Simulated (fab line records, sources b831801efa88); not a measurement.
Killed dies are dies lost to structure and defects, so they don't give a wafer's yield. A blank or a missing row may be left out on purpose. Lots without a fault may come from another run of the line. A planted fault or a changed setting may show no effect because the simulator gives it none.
A struck lot beside a sound one | flow gf180mcu | 44 steps out of a route of 602
Sound: wafers L234.1, L234.5, L234.6. Struck: wafers L240.1, L240.2, L240.4. The cause comes at the end.
At each step with rows: each side's tool, then ch and its chambers, then its first start. Under that, the readings that differ: sound wafers | struck wafers | difference of the means | sigmas: that difference in standard deviations of wafers without a fault.
alike: readings whose means differ by less than 2 such deviations, and words and numbers that are the same on both sides. not compared: withheld readings, readings that some wafer has no value for, bounds like >300 that may hide the same value, and numbers for which the record gives no deviation and whose values overlap.
The two part at a step that has a row with sigmas, a row that says differs or no value, or rows on one side only. Numbers that don't overlap but have no deviation are shown without sigmas and don't part them. A reading that every wafer of one side lacks parts them only if that side has two wafers or more.

first, 5 steps without rows for these wafers: GF_MVPSD_COAT_02 (resist thk 3000 nm); GF_MVPSD_SOFTBAKE_03; GF_MVPSD_EXPOSE_04 (exposes mask MVPSD, target cd 1000 nm); GF_MVPSD_PEB_05; GF_MVPSD_DEVELOP_06 (develop time 60 s).
GF_MVPSD_OVL_MEAS_07:
  sound on overlay-02, day 7 04:26; struck on overlay-02, day 8 16:41
  alike: MVPSD_OVL
then, 2 steps without rows for these wafers: GF_MVPSD_IMPLANT_08; GF_MVPSD_IMPLANT_09.
GF_MVPSD_STRIP_10: strips in O2/N2.
  sound on plasma_asher-02 ch 0,1, day 7 04:46; struck on plasma_asher-02 ch 0,1, day 8 17:01
  alike: drypump_motor_current_A, heater_power_w, oes_product_au, strip_time_to_endpoint_s
  not compared: rf_hours_counter_h
GF_MVPSD_TW_MEAS_11:
  sound on film_metro-02, day 7 04:52; struck on film_metro-04, day 8 17:07
  alike: MVPSD_TW
then, 2 steps without rows for these wafers: GF_VT_IMPLANT_DEHYDRATE_00 (time 60 s); GF_VT_IMPLANT_HMDS_01 (prime time 60 s).
GF_VT_IMPLANT_COAT_02: resist thk 1000 nm.
  sound on litho_track-04 ch 0, day 7 12:35; struck on litho_track-02, day 9 01:02
  no value came back on the struck wafers for chill_plate_temp_C (C), dispense_pressure_kPa (kPa); on the sound wafers chill_plate_temp_C (C) reads 23.01 23.01 23.12
then, 4 steps without rows for these wafers: GF_VT_IMPLANT_SOFTBAKE_03 (time 60 s); GF_VT_IMPLANT_EXPOSE_04 (exposes mask LVPWELL LV AREA, target cd 600 nm); GF_VT_IMPLANT_PEB_05; GF_VT_IMPLANT_DEVELOP_06 (develop time 60 s).
GF_VT_IMPLANT_OVL_MEAS_07:
  sound on overlay-01, day 7 20:38; struck on overlay-01, day 9 09:59
  reading             | sound        | struck | difference                    | sigmas
  VT_IMPLANT_OVL (nm) | 0.6 0.5 -0.4 | - - -  | no value on the struck wafers |
then, 1 step without rows for these wafers: GF_VT_IMPLANT_IMPLANT_08.
GF_VT_IMPLANT_STRIP_09: strips in O2/N2.
  sound on plasma_asher-01 ch 0,1, day 7 20:56; struck on plasma_asher-02 ch 0,1, day 9 10:11
  no value came back on the struck wafers for oes_product_au (a.u.), strip_time_to_endpoint_s (s); on the sound wafers oes_product_au (a.u.) reads 0.723 0.722 0.715
  alike: drypump_motor_current_A, heater_power_w
  not compared: rf_hours_counter_h
GF_VT_IMPLANT_TW_MEAS_10:
  sound on film_metro-01, day 7 21:02; struck on film_metro-04, day 9 10:17
  reading       | sound       | struck      | difference | sigmas
  VT_IMPLANT_TW | 557 556 561 | 573 572 574 | +15        | +3
then, 7 steps without rows for these wafers: GF_VT_IMPLANT_DEHYDRATE_11 (time 60 s); GF_VT_IMPLANT_HMDS_12 (prime time 60 s); GF_VT_IMPLANT_COAT_13 (resist thk 1000 nm); GF_VT_IMPLANT_SOFTBAKE_14 (time 60 s); GF_VT_IMPLANT_EXPOSE_15 (exposes mask Nwell LV AREA, target cd 860 nm); GF_VT_IMPLANT_PEB_16; GF_VT_IMPLANT_DEVELOP_17 (develop time 60 s).
GF_VT_IMPLANT_OVL_MEAS_18:
  sound on overlay-02, day 8 13:17; struck on overlay-01, day 10 03:44
  alike: VT_IMPLANT_01_OVL
then, 1 step without rows for these wafers: GF_VT_IMPLANT_IMPLANT_19.
GF_VT_IMPLANT_STRIP_20: strips in O2/N2.
  sound on plasma_asher-03 ch 0,1, day 8 13:29; struck on plasma_asher-03 ch 0,1, day 10 03:56
  alike: drypump_motor_current_A, heater_power_w, oes_product_au, strip_time_to_endpoint_s
  not compared: rf_hours_counter_h
GF_VT_IMPLANT_TW_MEAS_21:
  sound on film_metro-01, day 8 13:35; struck on film_metro-04, day 10 04:15
  reading         | sound          | struck         | difference | sigmas
  VT_IMPLANT_2_TW | 1205 1203 1195 | 1248 1253 1250 | +49        | +4
  not compared: hold
then, 7 steps without rows for these wafers: GF_VT_IMPLANT_DEHYDRATE_22 (time 60 s); GF_VT_IMPLANT_HMDS_23 (prime time 60 s); GF_VT_IMPLANT_COAT_24 (resist thk 1000 nm); GF_VT_IMPLANT_SOFTBAKE_25 (time 60 s); GF_VT_IMPLANT_EXPOSE_26 (exposes mask LVPWELL HV AREA, target cd 860 nm); GF_VT_IMPLANT_PEB_27; GF_VT_IMPLANT_DEVELOP_28 (develop time 60 s).
GF_VT_IMPLANT_OVL_MEAS_29:
  sound on overlay-02, day 9 05:56; struck on overlay-01, day 10 22:23
  alike: VT_IMPLANT_02_OVL
then, 1 step without rows for these wafers: GF_VT_IMPLANT_IMPLANT_30.
GF_VT_IMPLANT_STRIP_31: strips in O2/N2.
  sound on plasma_asher-02 ch 0,1, day 9 06:08; struck on plasma_asher-02 ch 0,1, day 10 22:34
  alike: drypump_motor_current_A, heater_power_w, oes_product_au, strip_time_to_endpoint_s
  not compared: rf_hours_counter_h
GF_VT_IMPLANT_TW_MEAS_32:
  sound on film_metro-01, day 9 06:14; struck on film_metro-04, day 10 22:54
  reading         | sound             | struck            | difference | sigmas
  VT_IMPLANT_3_TW | 264.6 265.9 265.5 | 580.4 584.2 578.4 | +315.7     | +99 or more
  not compared: hold
then, 1 step without rows for these wafers: GF_PASSIVATION_PROBE_99.

WHERE THEY PART
First at GF_VT_IMPLANT_COAT_02; last, within this record, at GF_VT_IMPLANT_TW_MEAS_32.

WHY: what the simulator had put in
Skipped step whole: litho_track-02, from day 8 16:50 on, at GF_VT_IMPLANT_COAT_02. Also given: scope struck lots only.
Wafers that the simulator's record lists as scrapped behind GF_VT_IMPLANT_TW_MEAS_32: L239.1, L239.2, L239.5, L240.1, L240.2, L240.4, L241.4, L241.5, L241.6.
